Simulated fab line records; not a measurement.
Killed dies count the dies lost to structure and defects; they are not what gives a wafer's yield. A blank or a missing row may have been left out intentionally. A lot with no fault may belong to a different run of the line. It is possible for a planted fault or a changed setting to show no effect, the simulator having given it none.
Chamber matching || flow sky130 || SKY_VIA2_ETCH_14 on rieDiel-01: 4 sister chambers
The step etches BARC in N2/H2, stops on SiO2, time 45.9 s, target depth 60 nm. 24 wafers are shown with their chamber, then 12 later ones without.

## WAFERS, EACH WITH ITS CHAMBER
{"wafer": "L074.2", "chamber": 2, "throttleValvePct (%)": 13.222, "oesProductAu (a.u.)": 0.858, "n2FlowSccm (sccm)": 100.3}
{"wafer": "L074.3", "chamber": 0, "throttleValvePct (%)": 13.220, "oesProductAu (a.u.)": 0.858, "n2FlowSccm (sccm)": 99.9}
{"wafer": "L074.4", "chamber": 3, "throttleValvePct (%)": 13.225, "oesProductAu (a.u.)": 0.847, "n2FlowSccm (sccm)": 99.9}
{"wafer": "L078.2", "chamber": 2, "throttleValvePct (%)": 13.235, "oesProductAu (a.u.)": 0.857, "n2FlowSccm (sccm)": 99.4}
{"wafer": "L078.3", "chamber": 1, "throttleValvePct (%)": 13.227, "oesProductAu (a.u.)": 0.850, "n2FlowSccm (sccm)": 99.7}
{"wafer": "L078.6", "chamber": 1, "throttleValvePct (%)": 13.225, "oesProductAu (a.u.)": 0.858, "n2FlowSccm (sccm)": 99.9}
{"wafer": "L079.1", "chamber": 2, "throttleValvePct (%)": 13.213, "oesProductAu (a.u.)": 0.860, "n2FlowSccm (sccm)": 100.7}
{"wafer": "L079.2", "chamber": 3, "throttleValvePct (%)": 13.221, "oesProductAu (a.u.)": 0.860, "n2FlowSccm (sccm)": 100.2}
{"wafer": "L079.3", "chamber": 0, "throttleValvePct (%)": 13.216, "oesProductAu (a.u.)": 0.853, "n2FlowSccm (sccm)": 99.8}
{"wafer": "L082.2", "chamber": 1, "throttleValvePct (%)": 13.230, "oesProductAu (a.u.)": 0.851, "n2FlowSccm (sccm)": 100.0}
{"wafer": "L082.4", "chamber": 2, "throttleValvePct (%)": 13.229, "oesProductAu (a.u.)": 0.855, "n2FlowSccm (sccm)": 99.6}
{"wafer": "L082.6", "chamber": 0, "throttleValvePct (%)": 13.233, "oesProductAu (a.u.)": 0.859, "n2FlowSccm (sccm)": 100.0}
{"wafer": "L083.3", "chamber": 0, "throttleValvePct (%)": 13.231, "oesProductAu (a.u.)": 0.852, "n2FlowSccm (sccm)": 100.0}
{"wafer": "L083.4", "chamber": 1, "throttleValvePct (%)": 13.236, "oesProductAu (a.u.)": 0.863, "n2FlowSccm (sccm)": 100.2}
{"wafer": "L083.5", "chamber": 3, "throttleValvePct (%)": 13.213, "oesProductAu (a.u.)": 0.851, "n2FlowSccm (sccm)": 100.6}
{"wafer": "L087.1", "chamber": 0, "throttleValvePct (%)": 13.244, "oesProductAu (a.u.)": 0.859, "n2FlowSccm (sccm)": 99.8}
{"wafer": "L087.3", "chamber": 0, "throttleValvePct (%)": 13.237, "oesProductAu (a.u.)": 0.859, "n2FlowSccm (sccm)": 100.0}
{"wafer": "L087.4", "chamber": 2, "throttleValvePct (%)": 13.228, "oesProductAu (a.u.)": 0.855, "n2FlowSccm (sccm)": 99.6}
{"wafer": "L088.1", "chamber": 1, "throttleValvePct (%)": 13.223, "oesProductAu (a.u.)": 0.858, "n2FlowSccm (sccm)": 99.7}
{"wafer": "L088.3", "chamber": 3, "throttleValvePct (%)": 13.221, "oesProductAu (a.u.)": 0.855, "n2FlowSccm (sccm)": 99.8}
{"wafer": "L088.5", "chamber": 1, "throttleValvePct (%)": 13.224, "oesProductAu (a.u.)": 0.855, "n2FlowSccm (sccm)": 99.8}
{"wafer": "L089.2", "chamber": 0, "throttleValvePct (%)": 13.216, "oesProductAu (a.u.)": 0.848, "n2FlowSccm (sccm)": 99.9}
{"wafer": "L089.4", "chamber": 2, "throttleValvePct (%)": 13.229, "oesProductAu (a.u.)": 0.858, "n2FlowSccm (sccm)": 100.3}
{"wafer": "L089.5", "chamber": 1, "throttleValvePct (%)": 13.238, "oesProductAu (a.u.)": 0.856, "n2FlowSccm (sccm)": 100.4}

SIGNATURES (averages over the wafers above)
{"reading": "throttleValvePct", "chamber 0": 13.22814, "chamber 1": 13.22900, "chamber 2": 13.22600, "chamber 3": 13.22000, "scatter within a chamber": 0.00806}
{"reading": "oesProductAu", "chamber 0": 0.85543, "chamber 1": 0.85586, "chamber 2": 0.85717, "chamber 3": 0.85325, "scatter within a chamber": 0.00417}
{"reading": "n2FlowSccm", "chamber 0": 99.914, "chamber 1": 99.957, "chamber 2": 99.983, "chamber 3": 100.125, "scatter within a chamber": 0.332}
Rule: distance of a wafer from a chamber = root of the sum over the readings of ((wafer's reading minus chamber's mean) / reading's scatter) squared. If the next closest chamber is less than 2 further off than the closest, the wafer can't be placed; otherwise it belongs to the closest. The scatter: the root of (the sum of the squares of (reading less its chamber's mean) over the shown wafers, divided by (wafers less chambers)).

## WAFERS WHOSE CHAMBER IS MISSING
{"wafer": "L090.1", "throttleValvePct (%)": 13.211, "oesProductAu (a.u.)": 0.850, "n2FlowSccm (sccm)": 100.0}
{"wafer": "L090.2", "throttleValvePct (%)": 13.224, "oesProductAu (a.u.)": 0.854, "n2FlowSccm (sccm)": 99.8}
{"wafer": "L090.6", "throttleValvePct (%)": 13.220, "oesProductAu (a.u.)": 0.851, "n2FlowSccm (sccm)": 100.0}
{"wafer": "L091.2", "throttleValvePct (%)": 13.231, "oesProductAu (a.u.)": 0.857, "n2FlowSccm (sccm)": 100.1}
{"wafer": "L091.3", "throttleValvePct (%)": 13.221, "oesProductAu (a.u.)": 0.863, "n2FlowSccm (sccm)": 100.3}
{"wafer": "L091.6", "throttleValvePct (%)": 13.220, "oesProductAu (a.u.)": 0.861, "n2FlowSccm (sccm)": 100.2}
{"wafer": "L092.1", "throttleValvePct (%)": 13.219, "oesProductAu (a.u.)": 0.868, "n2FlowSccm (sccm)": 100.4}
{"wafer": "L092.3", "throttleValvePct (%)": 13.218, "oesProductAu (a.u.)": 0.856, "n2FlowSccm (sccm)": 100.8}
{"wafer": "L092.5", "throttleValvePct (%)": 13.221, "oesProductAu (a.u.)": 0.862, "n2FlowSccm (sccm)": 100.0}
{"wafer": "L096.3", "throttleValvePct (%)": 13.219, "oesProductAu (a.u.)": 0.858, "n2FlowSccm (sccm)": 99.7}
{"wafer": "L096.4", "throttleValvePct (%)": 13.218, "oesProductAu (a.u.)": 0.855, "n2FlowSccm (sccm)": 100.2}
{"wafer": "L096.6", "throttleValvePct (%)": 13.215, "oesProductAu (a.u.)": 0.853, "n2FlowSccm (sccm)": 99.3}

## EACH ONE'S CHAMBER
{"wafer": "L090.1", "from the rows above": "can't be placed: 3 or 0 or 2 or 1", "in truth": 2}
{"wafer": "L090.2", "from the rows above": "can't be placed: 0 or 1 or 2 or 3", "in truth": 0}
{"wafer": "L090.6", "from the rows above": "can't be placed: 3 or 0 or 1 or 2", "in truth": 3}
{"wafer": "L091.2", "from the rows above": "can't be placed: 1 or 2 or 0 or 3", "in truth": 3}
{"wafer": "L091.3", "from the rows above": "can't be placed: 2 or 1 or 0 or 3", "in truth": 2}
{"wafer": "L091.6", "from the rows above": "can't be placed: 2 or 1 or 3 or 0", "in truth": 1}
{"wafer": "L092.1", "from the rows above": "can't be placed: 2 or 1 or 0 or 3", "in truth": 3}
{"wafer": "L092.3", "from the rows above": "can't be placed: 3 or 2 or 1 or 0", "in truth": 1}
{"wafer": "L092.5", "from the rows above": "can't be placed: 2 or 1 or 0 or 3", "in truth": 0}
{"wafer": "L096.3", "from the rows above": "can't be placed: 2 or 0 or 1 or 3", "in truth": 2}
{"wafer": "L096.4", "from the rows above": "can't be placed: 3 or 2 or 0 or 1", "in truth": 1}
{"wafer": "L096.6", "from the rows above": "can't be placed: 0 or 3 or 2 or 1", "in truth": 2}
Correct placement for 0 of the 12. Cannot be placed on the basis of these rows: 12; the candidates contain the true chamber in 12. Number placed wrongly: 0.
